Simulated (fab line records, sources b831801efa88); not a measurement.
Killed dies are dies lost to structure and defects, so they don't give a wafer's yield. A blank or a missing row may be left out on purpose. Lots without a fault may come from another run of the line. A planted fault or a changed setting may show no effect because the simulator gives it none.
A struck lot beside a sound one | flow sky130 | 30 steps out of a route of 708
Sound: wafers L403.1, L403.2, L403.6. Struck: wafers L409.2, L409.4, L409.6. The cause comes at the end.
At each step with rows: each side's tool, then ch and its chambers, then its first start. Under that, the readings that differ: sound wafers | struck wafers | difference of the means | sigmas: that difference in standard deviations of wafers without a fault.
alike: readings whose means differ by less than 2 such deviations, and words and numbers that are the same on both sides. not compared: withheld readings, readings that some wafer has no value for, bounds like >300 that may hide the same value, and numbers for which the record gives no deviation and whose values overlap.
The two part at a step that has a row with sigmas, a row that says differs or no value, or rows on one side only. Numbers that don't overlap but have no deviation are shown without sigmas and don't part them. A reading that every wafer of one side lacks parts them only if that side has two wafers or more.

first, 5 steps without rows for these wafers: SKY_SONOS_ONO_COAT_08 (resist thk 1140 nm); SKY_SONOS_ONO_SOFTBAKE_09 (time 60 s); SKY_SONOS_ONO_EXPOSE_10 (exposes mask ONOM, target cd 410 nm); SKY_SONOS_ONO_PEB_11; SKY_SONOS_ONO_DEVELOP_12 (develop time 60 s).
SKY_SONOS_ONO_CD_MEAS_13: target cd 410 nm.
  sound on cd_sem-02, day 14 20:55; struck on cd_sem-01, day 16 20:35
  alike: cd_nm
SKY_SONOS_ONO_OVL_MEAS_14:
  sound on overlay-01, day 14 21:02; struck on overlay-01, day 16 20:41
  alike: SONOS_ONO_OVL
SKY_SONOS_ONO_ETCH_15: etches the open film in CHF3/O2, target depth 19.52 nm, time 7.8 s.
  sound on rie_diel-02 ch 0,3, day 14 21:04; struck on rie_diel-02 ch 1,2,3, day 16 20:43
  alike: bias_w, drypump_motor_current_A, oes_product_au, throttle_valve_pct
  not compared: rf_hours_counter_h
then, 1 step without rows for these wafers: SKY_SONOS_ONO_WET_ETCH_16 (etches SiO2 in dHF, target depth 14 nm, time 280 s).
SKY_SONOS_ONO_STRIP_17: strips in O2/N2.
  sound on plasma_asher-02 ch 0,1, day 14 21:11; struck on plasma_asher-02 ch 0,1, day 16 20:50
  alike: drypump_motor_current_A, oes_product_au, strip_time_to_endpoint_s
  not compared: rf_hours_counter_h
then, 2 steps without rows for these wafers: SKY_SONOS_ONO_WET_ETCH_18 (etches Si3N4 in H3PO4, target depth 15 nm, time 172 s); SKY_GATE_OXIDE_CLEAN_00 (cleans in SC1/SC2, time 150 s).
SKY_GATE_OXIDE_OXIDATION_01: stabilise 600 s, purge 300 s, target thk 10.268 nm.
  sound on furnace-01 ch 0, day 14 22:02; struck on furnace-01 ch 0, day 16 22:14
  reading                                           | sound             | struck            | difference | sigmas
  spike_tc_bottom_C (C)                             | 920 921 922       | 907 906 908       | -14        | -3
  spike_tc_centre_C (C)                             | 900.7 900.7 901.5 | 883.5 885.5 885.6 | -16.1      | -12
  spike_tc_lower_C (C)                              | 901.6 900.2 900.2 | 885.4 885.6 885.1 | -15.3      | -15
  spike_tc_top_C (C)                                | 915.6 913.7 915.5 | 898.2 898.0 898.5 | -16.7      | -14
  spike_tc_upper_C (C)                              | 901.7 901.8 902.7 | 888.2 887.1 886.9 | -14.7      | -13
  model.SiO2_of_GATE_OXIDE_OXIDATION_01.thk_nm (nm) | 10.69 10.49 10.6  | 8.883 8.803 8.843 | -1.750     |
  alike: zone_power_bottom_pct, zone_power_lower_pct
SKY_GATE_OXIDE_THK_MEAS_02:
  sound on film_metro-01, day 14 23:26; struck on film_metro-01, day 16 23:40
  reading                          | sound             | struck         | difference | sigmas
  GATE_OXIDE_OXIDATION_00_THK (nm) | 10.67 10.48 10.62 | 8.88 8.82 8.87 | -1.73      | -7
then, 7 steps without rows for these wafers: SKY_GATE_OXIDE_DEHYDRATE_03 (time 60 s); SKY_GATE_OXIDE_HMDS_04 (prime time 60 s); SKY_GATE_OXIDE_COAT_05 (resist thk 1140 nm); SKY_GATE_OXIDE_SOFTBAKE_06 (time 60 s); SKY_GATE_OXIDE_EXPOSE_07 (exposes mask LVOM, target cd 600 nm); SKY_GATE_OXIDE_PEB_08; SKY_GATE_OXIDE_DEVELOP_09 (develop time 60 s).
SKY_GATE_OXIDE_OVL_MEAS_10:
  sound on overlay-01, day 16 02:55; struck on overlay-01, day 18 04:58
  alike: GATE_OXIDE_OVL
then, 2 steps without rows for these wafers: SKY_GATE_OXIDE_IMPLANT_11; SKY_GATE_OXIDE_WET_ETCH_12 (etches SiO2 in dHF, target depth 16.8 nm, time 336 s).
SKY_GATE_OXIDE_STRIP_13: strips in O2/N2.
  sound on plasma_asher-02 ch 0,1, day 16 03:12; struck on plasma_asher-04 ch 0,1, day 18 05:16
  alike: drypump_motor_current_A, oes_product_au, strip_time_to_endpoint_s
  not compared: rf_hours_counter_h
SKY_GATE_OXIDE_TW_MEAS_14:
  sound on film_metro-04, day 16 03:18; struck on film_metro-04, day 18 05:22
  alike: GATE_OXIDE_TW
then, 1 step without rows for these wafers: SKY_GATE_OXIDE_CLEAN_15 (cleans in SC1/SC2, time 150 s).
SKY_GATE_OXIDE_OXIDATION_16: stabilise 600 s, purge 300 s, target thk 3.57 nm.
  sound on furnace-01 ch 0, day 16 04:21; struck on furnace-01 ch 0, day 18 05:28
  reading                                           | sound             | struck           | difference | sigmas
  model.SiO2_of_GATE_OXIDE_OXIDATION_01.thk_nm (nm) | 12.08 11.89 11.95 | 10.4 10.29 10.33 | -1.6       |
  alike: ox_temp_c, spike_tc_bottom_C, spike_tc_centre_C, spike_tc_lower_C, spike_tc_top_C, spike_tc_upper_C, zone_power_bottom_pct, zone_power_lower_pct
then, 1 step without rows for these wafers: SKY_POLY_GATE_CVD_00 (deposits poly-Si, target thk 180 nm, time 720 s).
-- the record jumps here: 31 days lie between the struck wafers' starts before and after (it left off in module POLY_GATE and takes up again in module PAD_OPEN, whose first step shown is number 708 of the route) --
SKY_PAD_OPEN_PROBE_99:
  sound on prober-01, day 48 00:39; struck on prober-01, day 49 02:32
  reading                                | sound                         | struck                        | difference | sigmas
  model.etest.nfet_16v.r_on_ohm_um       | 1.428e+04 1.414e+04 1.404e+04 | 1.326e+04 1.319e+04 1.325e+04 | -9.200e+02 |
  model.etest.pfet_g5v0d10v5.r_on_ohm_um | 4873 4860 4858                | 4499 4392 4422                | -426       |
  model.etest.tip_sonos.rs_ohm_sq        | 2815 2786 2789                | 2343 2347 2336                | -455       |
  model.etest.nfet_g5v0d10v5.r_on_ohm_um | 1919 1915 1905                | 1758 1744 1751                | -162       |
  model.etest.nfet_g5v0d10v5.drive_ua_um | 591.3 604 597.4               | 683.7 682.9 681.7             | +85.2      |
  model.etest.nfet_05v0_nvt.drive_ua_um  | 569.9 572.4 565               | 643.6 646.6 647.1             | +76.7      |
  model.etest.pfet_g5v0d10v5.drive_ua_um | 329.2 331.5 334.2             | 372.6 382.5 377.5             | +45.9      |
  model.etest.nfet_16v.drive_ua_um       | 217.5 220.9 219               | 251.4 254.1 253.3             | +33.8      |
  alike: killed_at_M0_to_M3, killed_at_M4_up, killed_at_contacts, killed_at_front_end, killed_at_other, killed_dies, killed_open, killed_short

WHERE THEY PART
First at SKY_GATE_OXIDE_OXIDATION_01; last, within this record, at SKY_GATE_OXIDE_THK_MEAS_02. Later steps at which nothing parts them and some readings are alike: SKY_GATE_OXIDE_OVL_MEAS_10, SKY_GATE_OXIDE_STRIP_13, SKY_GATE_OXIDE_TW_MEAS_14, SKY_GATE_OXIDE_OXIDATION_16, SKY_PAD_OPEN_PROBE_99.

WHY: what the simulator had put in
Process parameter drift: furnace-01, from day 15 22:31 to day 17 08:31, at SKY_GATE_OXIDE_OXIDATION_01. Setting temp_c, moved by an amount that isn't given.
